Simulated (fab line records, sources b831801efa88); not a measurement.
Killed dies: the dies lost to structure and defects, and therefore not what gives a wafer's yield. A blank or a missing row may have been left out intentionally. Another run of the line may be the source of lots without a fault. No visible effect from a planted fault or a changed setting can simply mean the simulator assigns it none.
A single fault, viewed from 2 desks -- flow gf180mcu -- what lay behind the numbers comes last; until then each desk has only its own

## METROLOGY DESK
What the gauges read for every lot (on any tool): the sampled wafers with a number, averaged. Any lot whose mean is over 4 standard deviations away from the usual mean is out of limits and marked OUT; that distance is given in the brackets.
Columns: A = DNWELL_TW at GF_DNWELL_TW_MEAS_09, usual 1352; B = LVPWELL_TW at GF_LVPWELL_TW_MEAS_11, usual 557; C = VT_IMPLANT_TW at GF_VT_IMPLANT_TW_MEAS_10, usual 564; D = LVPWELL_RS at GF_VT_IMPLANT_RS_MEAS_48, usual 1194.3 ohm/sq
lot,first seen here,A,B,C,D
L151,day 2 23:31,1368,566,573,1196.9
L152,day 3 06:31,1370,558,564,1193.6
L154,day 3 15:40,1361,549,570,1196.9
L156,day 4 02:28,1329,562,569,1199.0
L157,day 4 06:08,1361,560,564,1193.6
L158,day 4 13:13,1363,558,552,1191.3
L160,day 4 23:58,1335,563,568,1191.1
L161,day 5 05:44,1321,549,571,1195.0
L162,day 5 13:40,1367,547,551,1198.6
L164,day 5 20:24,1328,563,559,1191.7
L170,day 7 04:46,1353,570,564,1075.4 (-42) OUT
L172,day 7 16:14,1347,582,569,1073.6 (-43) OUT
This desk reports L170, L172 out of limits; the earliest was L170 at day 13 11:45 (LVPWELL_RS at GF_VT_IMPLANT_RS_MEAS_48). Within limits: L151, L152, L154, L156, L157, L158, L160, L161, L162, L164.

## THE TOOL OWNER'S DESK: implanter-04
GF_LVPWELL_IMPLANT_09, tool's own readings: per-lot mean of the sampled wafers with a number, covering each lot this tool ran. Any lot whose mean is over 4 standard deviations away from the usual mean is out of limits and marked OUT; that distance is given in the brackets.
Columns: A = beam-energy-keV at GF_LVPWELL_IMPLANT_09, usual 60.002; B = dose-ions-cm2 at GF_LVPWELL_IMPLANT_09, usual 5e+12; C = faraday-current-uA at GF_LVPWELL_IMPLANT_09, usual 28.2
lot,first seen here,A,B,C
L154,day 4 18:40,59.996,5e+12,27.8
L156,day 5 06:38,60.001,5e+12,28.4
L160,day 6 05:49,59.988,5e+12,28.1
L161,day 6 11:50,60.012,5e+12,28.0
L164,day 7 03:32,59.995,5e+12,28.0
L170,day 8 13:38,59.998,8e+12 (+99 or more) OUT,47.7 (+38) OUT
L172,day 9 01:37,60.045,8e+12 (+99 or more) OUT,47.5 (+38) OUT
This desk's verdict: out of limits on L170, L172, starting with L170 at day 8 13:38 (dose-ions-cm2 at GF_LVPWELL_IMPLANT_09). Within limits: L154, L156, L160, L161, L164.

## BROUGHT TOGETHER
The tool owner's desk had the chance to raise an alarm at day 8 13:38 on L170, L172.
On L170, L172, the metrology desk was in a position to raise an alarm at day 13 11:45.
On implanter-04, each named lot ran GF_LVPWELL_IMPLANT_09.

## WHAT WAS PUT IN BY THE SIMULATOR
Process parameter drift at GF_LVPWELL_IMPLANT_09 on implanter-04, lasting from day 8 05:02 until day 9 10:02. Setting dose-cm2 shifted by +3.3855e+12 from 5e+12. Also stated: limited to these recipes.
Lots struck among those shown: L170, L172.
Hours from the fault's start to each desk's first reading out of limits: the tool owner's desk, 9; the metrology desk, 127.
